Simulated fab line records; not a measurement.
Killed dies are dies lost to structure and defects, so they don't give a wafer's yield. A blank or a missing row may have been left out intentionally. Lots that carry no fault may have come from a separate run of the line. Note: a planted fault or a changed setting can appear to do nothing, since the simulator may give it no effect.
Comparing a struck lot with a sound one | flow sky130 | 15 out of 708 route steps
Sound: these wafers, L785.2, L785.5, L785.6. Struck: wafers L798.1, L798.4 (left out: L798.2, a lot-mate that was not struck); the cause follows at the end.
For every step that has rows: the tool of each side, followed by ch and its chambers, followed by its first start. Under that, the readings that differ: sound wafers | struck wafers | difference of the means | sigmas: that difference in standard deviations of wafers without a fault.
alike: readings whose means differ by less than 2 such deviations, and words and numbers that are the same on both sides. not compared: withheld readings, readings that some wafer has no value for, bounds like >300 that may hide the same value, and numbers for which the record gives no deviation and whose values overlap.
The two part at a step that has a row with sigmas, a row that says differs or no value, or rows on one side only. Numbers that have no deviation but don't overlap get no sigmas and don't part them. A reading that every wafer of one side lacks parts them only if that side has two wafers or more.

SKY_METAL5_SPUTTER_03: material Ti, target thk 5 nm, time 3.3 s.
  sound on pvdSputter-02 at day 44 14:12; struck on pvdSputter-03 at day 47 19:52
  alike: chamberPressurePa, throttleValvePct
SKY_METAL5_SPUTTER_04: material TiN, target thk 70 nm, time 58.3 s.
  sound on pvdSputter-02 at day 44 14:13; struck on pvdSputter-03 at day 47 19:53
reading              | sound          | struck    | difference | sigmas
throttleValvePct (%) | 32.1 31.7 31.0 | 29.0 29.5 | -2.4       | -2
  alike: chamberPressurePa
SKY_METAL5_RS_MEAS_05: a four-point-probe measurement.
  sound on filmMetro-03 at day 44 14:17; struck on filmMetro-04 at day 47 19:56
  alike: METAL5_ALCU_RS
SKY_METAL5_THK_MEAS_06: measures by xrf.
  sound on filmMetro-03 at day 44 14:24; struck on filmMetro-04 at day 47 20:04
  alike: METAL5_ALCU_THK
then, 7 steps without rows for these wafers: SKY_METAL5_DEHYDRATE_07 (time 60 s); SKY_METAL5_HMDS_08 (prime time 60 s); SKY_METAL5_COAT_09 (resist thk 1800 nm); SKY_METAL5_SOFTBAKE_10 (time 60 s); SKY_METAL5_EXPOSE_11 (exposes mask MM5, target cd 1600 nm); SKY_METAL5_PEB_12; SKY_METAL5_DEVELOP_13 (develop time 60 s).
SKY_METAL5_DESCUM_14: chemistry O2, time 11 s.
  sound on rieMetal-04 ch 0,1, day 45 11:53; struck on rieMetal-02 ch 0, day 48 14:28
reading             | sound             | struck      | difference | sigmas
oesProductAu (a.u.) | 0.992 1.000 1.007 | 0.980 0.976 | -0.022     | -2
  alike: drypumpMotorCurrentA
  not compared: rfHoursCounterH
SKY_METAL5_METAL_ETCH_15: etches the open film in Cl2/BCl3, stops on SiO2, target depth 1260 nm, time 252 s.
  sound on rieMetal-04 ch 0,1, day 45 11:55; struck on rieMetal-02 ch 0, day 48 14:30
reading                                    | sound                | struck        | difference | sigmas
oesProductAu (a.u.)                        | 0.894 0.901 0.897    | 0.735 0.743   | -0.158     | -30
throttleValvePct (%)                       | 22.263 22.250 22.260 | 22.273 22.280 | +0.019     | +2
model.METAL5.featureDepthNm (nm)           | 1258 1267 1269       | 880.6 881.9   | -383.4     | 
model.etch.depthNm (nm)                    | 1258 1267 1269       | 880.6 881.9   | -383.4     | 
model.NOVOLAK_of_METAL5_COAT_09.thkNm (nm) | 1018 1026 1022       | 1350 1356     | +331       | 
  alike: drypumpMotorCurrentA
  not compared: rfHoursCounterH
SKY_METAL5_STRIP_16: strips in O2/N2.
  sound on plasmaAsher-02 ch 0,1, day 45 12:09; struck on plasmaAsher-03 ch 0, day 48 14:44
reading                  | sound             | struck      | difference | sigmas
stripTimeToEndpointS (s) | 12.85 12.98 12.92 | 16.66 16.71 | +3.77      | +24
  alike: drypumpMotorCurrentA, oesProductAu
  not compared: rfHoursCounterH
then, 1 step without rows for these wafers: SKY_METAL5_STRIP_17 (strips in post etch residue remover, time 1200 s).

## WHERE THEY PART
Earliest at SKY_METAL5_SPUTTER_04; latest, in this record, at SKY_METAL5_STRIP_16.

WHY: what the simulator had put in
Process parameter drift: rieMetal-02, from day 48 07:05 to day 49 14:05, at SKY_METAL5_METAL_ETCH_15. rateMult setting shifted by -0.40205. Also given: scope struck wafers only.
